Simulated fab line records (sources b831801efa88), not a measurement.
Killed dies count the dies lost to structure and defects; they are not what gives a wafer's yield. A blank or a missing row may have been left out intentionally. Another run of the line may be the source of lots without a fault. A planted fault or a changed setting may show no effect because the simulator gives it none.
Struck lot and sound lot, side by side ; flow sky130 ; 18 out of 708 route steps
Sound: these wafers, L459.2, L459.3, L459.4. The struck wafers were L474.1, L474.4, L474.6. The cause is given at the end.
Each step with rows lists, per side, the tool, then ch with its chambers, then its first start. Under that, the readings that differ: sound wafers ; struck wafers ; difference of the means ; sigmas: that difference in standard deviations of wafers without a fault.
alike: readings with means less than 2 such deviations apart, plus words and numbers identical on both sides. not compared: withheld readings, readings lacking a value on some wafer, bounds such as >300 that could conceal the same value, and numbers that have no deviation in the record and whose values overlap.
The two part at a step that has a row with sigmas, a row that says differs or no value, or rows on one side only. Numbers that have no deviation but don't overlap get no sigmas and don't part them. A reading that every wafer of one side lacks parts them only if that side has two wafers or more.

first, 2 steps without rows for these wafers: SKY_NWELL_PEB_08; SKY_NWELL_DEVELOP_09 (develop time 60 s).
SKY_NWELL_OVL_MEAS_10:
  sound on overlay-01 at day 4 20:53; struck on overlay-02 at day 8 17:41
  alike: NWELL_00_OVL
then, 3 steps without rows for these wafers: SKY_NWELL_IMPLANT_11; SKY_NWELL_IMPLANT_12; SKY_NWELL_IMPLANT_13.
SKY_NWELL_STRIP_14: strips in O2/N2.
  sound on plasma-asher-03 ch 0,1, day 4 21:22; struck on plasma-asher-04 ch 0,1, day 8 18:10
reading;sound;struck;difference;sigmas
strip-time-to-endpoint-s (s);36.72 36.83 36.78;36.92 37.05 37.04;+0.23;+2
  alike: chamber-pressure-mTorr, drypump-motor-current-A, oes-product-au
  not compared: rf-hours-counter-h
SKY_NWELL_TW_MEAS_15:
  sound on film-metro-03 at day 4 21:28; struck on film-metro-03 at day 8 18:16
reading;sound;struck;difference;sigmas
NWELL_TW;1805 1826 1825;1834 1841 1845;+21;+2
then, 4 steps without rows for these wafers: SKY_NWELL_DEHYDRATE_16 (time 60 s); SKY_NWELL_HMDS_17 (prime time 60 s); SKY_NWELL_COAT_18 (resist thk 3000 nm); SKY_NWELL_SOFTBAKE_19.
SKY_NWELL_EXPOSE_20: exposes mask NWM COMPLEMENT, target cd 840 nm.
  sound on iline-stepper-01 ch 0, day 5 06:11; struck on iline-stepper-01 ch 0, day 9 05:04
reading;sound;struck;difference;sigmas
model.NWELL.overlay-x-nm (nm);0.3349 0.3349 0.3349;255.6 255.6 255.6;+255.3;
  alike: mask
then, 2 steps without rows for these wafers: SKY_NWELL_PEB_21; SKY_NWELL_DEVELOP_22 (develop time 60 s).
SKY_NWELL_OVL_MEAS_23:
  sound on overlay-02 at day 5 15:55; struck on overlay-02 at day 9 15:20
reading;sound;struck;difference;sigmas
NWELL_01_OVL (nm);2.4 -0.4 0.4;253.3 255.2 252.4;+252.8;+99 or more
next, for these wafers, 1 step has no rows: SKY_NWELL_IMPLANT_24.
-- the record jumps here: 40 days lie between the struck wafers' starts before and after (it left off in module NWELL and takes up again in module PAD_OPEN, whose first step shown is number 708 of the route) --
SKY_PAD_OPEN_PROBE_99:
  sound on prober-01 at day 45 15:17; struck on prober-02 at day 49 16:44
reading;sound;struck;difference;sigmas
killed-at-front-end;15 15 11;198 194 199;+183;+39
killed-dies;88 102 101;270 265 279;+174;+18
killed-on-rim;18 23 21;56 53 52;+33;+9
model.etest.pfet_16v.r-on-ohm-um;1.513e+04 1.478e+04 1.48e+04;7.63e+04 8.85e+04 1.27e+05;+8.24e+04;
model.etest.nfet_16v.r-on-ohm-um;1.412e+04 1.418e+04 1.413e+04;2.658e+04 2.747e+04 2.867e+04;+1.343e+04;
model.etest.pfet_16v.drive-ua-um;244.5 247.9 247.6;109.9 107.8 105.5;-138.9;
model.etest.nfet_16v.drive-ua-um;223 221.8 223.9;162.6 162.9 160.5;-60.9;
model.etest.sram-nfet-pass.off-log10-a-um;-12.34 -12.59 -12.26;-8.303 -9.867 -8.356;+3.555;
model.etest.pfet_16v.vt-v (V);-1.098 -1.091 -1.092;-1.144 -1.158 -1.16;-0.060;
  alike: killed_at_M0_to_M3, killed_at_M4_up, killed-at-contacts, killed-at-other, killed-open, killed-short
  not compared: model.etest.sram-pfet-latch.off-log10-a-um, model.etest.sram-pfet-latch.vt-sat-v

== WHERE THEY PART ==
First at SKY_NWELL_STRIP_14; last, within this record, at SKY_PAD_OPEN_PROBE_99.

WHY: the cause the simulator had injected
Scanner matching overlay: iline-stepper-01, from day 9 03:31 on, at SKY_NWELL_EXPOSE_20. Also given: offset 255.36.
